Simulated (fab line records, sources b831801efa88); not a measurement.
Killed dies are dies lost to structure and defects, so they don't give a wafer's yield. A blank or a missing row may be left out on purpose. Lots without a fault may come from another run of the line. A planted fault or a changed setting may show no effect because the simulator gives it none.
A struck lot beside a sound one | flow sky130 | 15 steps out of a route of 708
Sound: wafers L618.2, L618.4, L618.6. Struck: wafers L625.1, L625.5, L625.6. The cause comes at the end.
At each step with rows: each side's tool, then ch and its chambers, then its first start. Under that, the readings that differ: sound wafers | struck wafers | difference of the means | sigmas: that difference in standard deviations of wafers without a fault.
alike: readings whose means differ by less than 2 such deviations, and words and numbers that are the same on both sides. not compared: withheld readings, readings that some wafer has no value for, bounds like >300 that may hide the same value, and numbers for which the record gives no deviation and whose values overlap.
The two part at a step that has a row with sigmas, a row that says differs or no value, or rows on one side only. Numbers that don't overlap but have no deviation are shown without sigmas and don't part them. A reading that every wafer of one side lacks parts them only if that side has two wafers or more.

first, 2 steps without rows for these wafers: SKY_CAPM_PEB_10; SKY_CAPM_DEVELOP_11 (develop time 60 s).
SKY_CAPM_OVL_MEAS_12:
  sound on overlay-02, day 37 04:40; struck on overlay-02, day 40 06:25
  alike: CAPM_OVL
SKY_CAPM_METAL_ETCH_13: etches TiN in Cl2/BCl3, stops on SiO2, target depth 220 nm, time 62.9 s.
  sound on rie_metal-01 ch 0,1, day 37 04:42; struck on rie_metal-03 ch 0,1, day 40 06:28
  alike: drypump_motor_current_A, oes_product_au, throttle_valve_pct
  not compared: rf_hours_counter_h
SKY_CAPM_STRIP_14: strips in O2/N2.
  sound on plasma_asher-02 ch 0,1, day 37 04:47; struck on plasma_asher-04 ch 0,1, day 40 06:32
  alike: drypump_motor_current_A, oes_product_au, strip_time_to_endpoint_s
  not compared: rf_hours_counter_h
then, 7 steps without rows for these wafers: SKY_CAPM_STRIP_15 (strips in post etch residue remover, time 1200 s); SKY_CAPM_CLEAN_16 (cleans in IPA, time 180 s); SKY_CAPM_CLEAN_17 (cleans in O3/DIW); SKY_METAL3_DEHYDRATE_05 (time 60 s); SKY_METAL3_HMDS_06 (prime time 60 s); SKY_METAL3_COAT_07 (resist thk 60 nm); SKY_METAL3_COAT_08 (resist thk 1140 nm).
SKY_METAL3_SOFTBAKE_09: time 90 s.
  sound on litho_track-01 ch 0, day 37 18:00; struck on litho_track-02 ch 0, day 40 18:00
  reading          | sound                | struck               | difference | sigmas
  run_length_s (s) | 119.29 118.95 119.01 | 128.00 128.00 127.99 | +8.91      | +52
  alike: heater_power_total_W
then, 1 step without rows for these wafers: SKY_METAL3_EXPOSE_10 (exposes mask MM3, target cd 300 nm).
-- the record jumps here: 7 days lie between the struck wafers' starts before and after (it left off in module METAL3 and takes up again in module PAD_OPEN, whose first step shown is number 708 of the route) --
SKY_PAD_OPEN_PROBE_99:
  sound on prober-01, day 45 12:29; struck on prober-02, day 47 20:31
  alike: defect_limited_yield, killed_at_M0_to_M3, killed_at_M4_up, killed_at_contacts, killed_at_front_end, killed_at_other, killed_dies, killed_open, killed_short, sort_bin_3_pad_short, sort_bin_5_function, sort_bin_6_memory, sort_n_pass, sort_yield_pct

WHERE THEY PART
Only at SKY_METAL3_SOFTBAKE_09, within this record. Later steps at which nothing parts them and some readings are alike: SKY_PAD_OPEN_PROBE_99.

WHY: what the simulator had put in
Process parameter drift: litho_track-02, from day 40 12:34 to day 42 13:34, at SKY_METAL3_SOFTBAKE_09. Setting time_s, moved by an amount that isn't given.
